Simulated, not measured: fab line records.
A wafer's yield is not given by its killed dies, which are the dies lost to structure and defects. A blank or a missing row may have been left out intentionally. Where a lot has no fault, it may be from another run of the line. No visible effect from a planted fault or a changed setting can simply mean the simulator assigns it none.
Problem report, 8D (eight disciplines) form, completed by code / flow gf180mcu / the parts of the form that need people (team, actions taken, sign-off) are left out

## 1. PROBLEM STATEMENT
Across 6 wafers from 2 lots, PSD_TW at GF_PSD_TW_MEAS_11 averages 3077, while fault-free wafers read 3180 with a standard deviation of 18. That puts it -5.7 standard deviations away from the usual mean.
Seen first at day 19 00:05 on film-metro-04, wafer L111.4. The record holds 30 wafers of 10 lots with a number at this step. By rule, "out" or "out of limits" means more than 4 standard deviations away from the usual mean. Any other wafer with a number is counted as sound.

## 2. WHAT IT IS AND WHAT IT IS NOT
question=which readings at this step | is=PSD_TW | is not=-
question=which lots | is=L111, L112 | is not=L101, L103, L108, L113, L114, L119, L120, L999
question=which wafers of those lots | is=all that have a number | is not=-
question=read on which gauges | is=film-metro-04 | is not=film-metro-01, film-metro-03
question=when | is=from day 19 00:05 | is not=up to then (12 sound wafers); but 12 sound wafers of L113, L114, L119, L120 came after

## 3. SUSPECTS, AND WHAT RULES EACH OUT
Counting: a tool at any process step up to the reading remains a suspect when it ran all the lots that are out and ran no sound lot after the first of those.
- the gauge at GF_PSD_TW_MEAS_11: ruled out. All the wafers that are out were read on film-metro-04, but those of them that GF_PSD_IMPLANT_09 has rows for are out there too, on other tools.
- implanter-02 at GF_PSD_IMPLANT_09: kept. Every lot that is out went through it, starting with L111 (day 18 23:52), and after that it ran no sound lot; the last sound lot it ran before then is L108 (day 17 19:58). Its own readings are out on those wafers: beam-energy-keV.
Left after counting: implanter-02 at GF_PSD_IMPLANT_09.

## 4. THE CAUSE (what the simulator had put in)
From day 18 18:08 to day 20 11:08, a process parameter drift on implanter-02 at GF_PSD_IMPLANT_09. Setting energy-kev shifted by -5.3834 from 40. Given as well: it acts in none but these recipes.
After counting, this tool was the only one left.

## 5. SEQUENCE OF EFFECTS, ordered by route
Rows list readings where the struck wafers' mean (over those with a number) sits beyond 3 standard deviations from the usual. Only readings for which the record gives a usual standard deviation are gone through. hours: the time from each lot's start at the first step in this table that gives one to its start at this step, as a median over the lots. sigmas: the change in usual standard deviations.
hours=0; step=GF_PSD_IMPLANT_09; reading=beam-energy-keV; usual=40.001; on struck wafers=34.605; change=-5.396; sigmas=-99 or more
hours=0; step=GF_PSD_STRIP_10; reading=strip-time-to-endpoint-s; usual=16.54 s; on struck wafers=16.03; change=-0.51; sigmas=-11
hours=0; step=GF_PSD_TW_MEAS_11; reading=PSD_TW; usual=3180; on struck wafers=3077; change=-103; sigmas=-5.7
hours=5; step=GF_PSD_RS_MEAS_15; reading=PSD_RS; usual=108.59 ohm/sq; on struck wafers=116.18; change=+7.59; sigmas=+27
Its process steps:
- GF_PSD_IMPLANT_09
- GF_PSD_STRIP_10: strips in O2/N2.

## 6. WHAT WOULD HAVE CAUGHT IT SOONER
The first out-of-limits reading at a measuring or inspecting step in this record came at day 19 00:05, 6 hours after the fault's start at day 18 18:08.
The tool's own readings at GF_PSD_IMPLANT_09 were out on every struck wafer that the step has a row for (beam-energy-keV): an alarm limit on them would have fired on the first of those.
Among the 2 lots that are out, L112 began GF_PSD_IMPLANT_09 on implanter-02 after day 19 00:05. A hold on the tool at that time would have spared it.
